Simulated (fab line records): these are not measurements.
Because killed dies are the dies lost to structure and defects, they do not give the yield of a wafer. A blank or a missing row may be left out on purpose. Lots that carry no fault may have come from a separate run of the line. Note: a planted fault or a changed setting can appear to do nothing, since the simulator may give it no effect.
A lot that was struck, set against a sound lot | flow sky130 | 17 steps out of a route of 708
Sound: these wafers, L582.2, L582.4, L582.5. The struck wafers were L592.3, L592.4, L592.5. The cause is named last.
Order at every step that has rows: each side's tool, ch and its chambers, its first start. Under that, the readings that differ: sound wafers | struck wafers | difference of the means | sigmas: that difference in standard deviations of wafers without a fault.
alike: readings whose means differ by less than 2 such deviations, and words and numbers that are the same on both sides. not compared: withheld readings, readings that some wafer has no value for, bounds like >300 that may hide the same value, and numbers for which the record gives no deviation and whose values overlap.
The two part at a step that has a row with sigmas, a row that says differs or no value, or rows on one side only. Non-overlapping numbers with no deviation appear without sigmas and do not part them. Lack of a reading on every wafer of one side parts them only where that side has two or more wafers.

first, 3 steps without rows for these wafers: SKY_VIA3_EXPOSE_09 (exposes mask VIM3, target cd 200 nm); SKY_VIA3_PEB_10; SKY_VIA3_DEVELOP_11 (develop time 60 s).
SKY_VIA3_CD_MEAS_12: the cd target is 200 nm.
  sound on cd sem-01, day 42 05:25; struck on cd sem-01, day 44 07:32
  alike: cd nm
SKY_VIA3_OVL_MEAS_13:
  sound on overlay-01, day 42 05:31; struck on overlay-01, day 44 07:38
  alike: VIA3_OVL
SKY_VIA3_ETCH_14: etches BARC in N2/H2, stops on SiO2, time 45.9 s, target depth 60 nm.
  sound on rie diel-03 ch 0,2, day 42 05:33; struck on rie diel-03 ch 0,2,3, day 44 07:39
  alike: drypump motor current A, oes product au, throttle valve pct
  not compared: rf hours counter h
SKY_VIA3_ETCH_15: etches SiO2 in C4F8/O2/Ar, stops on TiN, target depth 507 nm, time 78 s.
  sound on rie diel-03 ch 0,2, day 42 05:35; struck on rie diel-03 ch 0,2,3, day 44 07:41
  alike: oes product au
  not compared: rf hours counter h
SKY_VIA3_STRIP_16: strips in O2/N2.
  sound on plasma asher-04 ch 0, day 42 05:39; struck on plasma asher-01 ch 0,1, day 44 07:47
  alike: drypump motor current A, oes product au, strip time to endpoint s
  not compared: rf hours counter h
then, 3 steps without rows for these wafers: SKY_VIA3_STRIP_17 (strips in post etch residue remover, time 1200 s); SKY_VIA3_CLEAN_18 (cleans in IPA, time 180 s); SKY_VIA3_CLEAN_19 (cleans in O3/DIW).
SKY_VIA3_SPUTTER_20: material TiN, target thk 20 nm, time 80 s.
  sound on pvd sputter-03, day 42 06:15; struck on pvd sputter-02, day 44 08:21
  alike: throttle valve pct
SKY_VIA3_CVD_21: deposits W, target thk 390 nm, time 117.31 s.
  sound on cvd w-02 ch 0,1, day 42 06:19; struck on cvd w-01 ch 0,1, day 44 08:27
  no value came back on the struck wafers for chamber pressure Torr (Torr), heater power outer w (W), heater power w (W); on the sound wafers chamber pressure Torr (Torr) reads 39.95 39.90 40.15
SKY_VIA3_RS_MEAS_22: the measuring method here is four-point-probe.
  sound on film metro-02, day 42 06:27; struck on film metro-02, day 44 08:34
  reading            | sound             | struck               | difference | sigmas
  VIA3_W_RS (ohm/sq) | 0.294 0.297 0.291 | 57.563 58.158 58.639 | +57.826    | +99 or more
SKY_VIA3_THK_MEAS_23: measures by xrf.
  sound on film metro-02, day 42 06:34; struck on film metro-02, day 44 08:40
  not compared: VIA3_W_THK
SKY_VIA3_CMP_24: polishes, stops on SiO2, t overpolish 20 s, target thk 0 nm.
  sound on cmp-01 ch 0,1,3, day 42 06:43; struck on cmp-01 ch 0,2,3, day 44 08:43
  reading                | sound    | struck | difference | sigmas
  time to endpoint s (s) | 93 88 90 | 6 6 5  | -85        | -28
  alike: motor current A, slurry filter dp kPa
-- the record jumps here: 5 days lie between the struck wafers' starts before and after (it left off in module VIA3 and takes up again in module PAD_OPEN, whose first step shown is number 708 of the route) --
SKY_PAD_OPEN_PROBE_99:
  sound on prober-02, day 47 21:56; struck on prober-02, day 49 15:59
  reading                  | sound          | struck         | difference | sigmas
  defect limited yield (%) | 84.3 83.9 79.9 | 0 0 0          | -83        | -44
  killed_at_M0_to_M3       | 38 36 53       | 459 454 449    | +412       | +57
  killed dies              | 77 79 99       | 492 492 492    | +407       | +44
  killed on rim            | 17 15 27       | 96 96 96       | +76        | +19
  sort_bin_5_function (%)  | 10.4 8.9 12.4  | 93.7 94.3 94.1 | +83.5      | +56
  sort n pass              | 415 413 393    | 0 0 0          | -407       | -44
  sort yield pct (%)       | 84.3 83.9 79.9 | 0 0 0          | -83        | -44
  alike: killed_at_M4_up, killed at contacts, killed at front end, killed at other, killed open, killed short, sort_bin_3_pad_short, sort_bin_6_memory

== WHERE THEY PART ==
Last at SKY_PAD_OPEN_PROBE_99 as far as this record goes, first at SKY_VIA3_CVD_21.

WHY: whatever the simulator had introduced
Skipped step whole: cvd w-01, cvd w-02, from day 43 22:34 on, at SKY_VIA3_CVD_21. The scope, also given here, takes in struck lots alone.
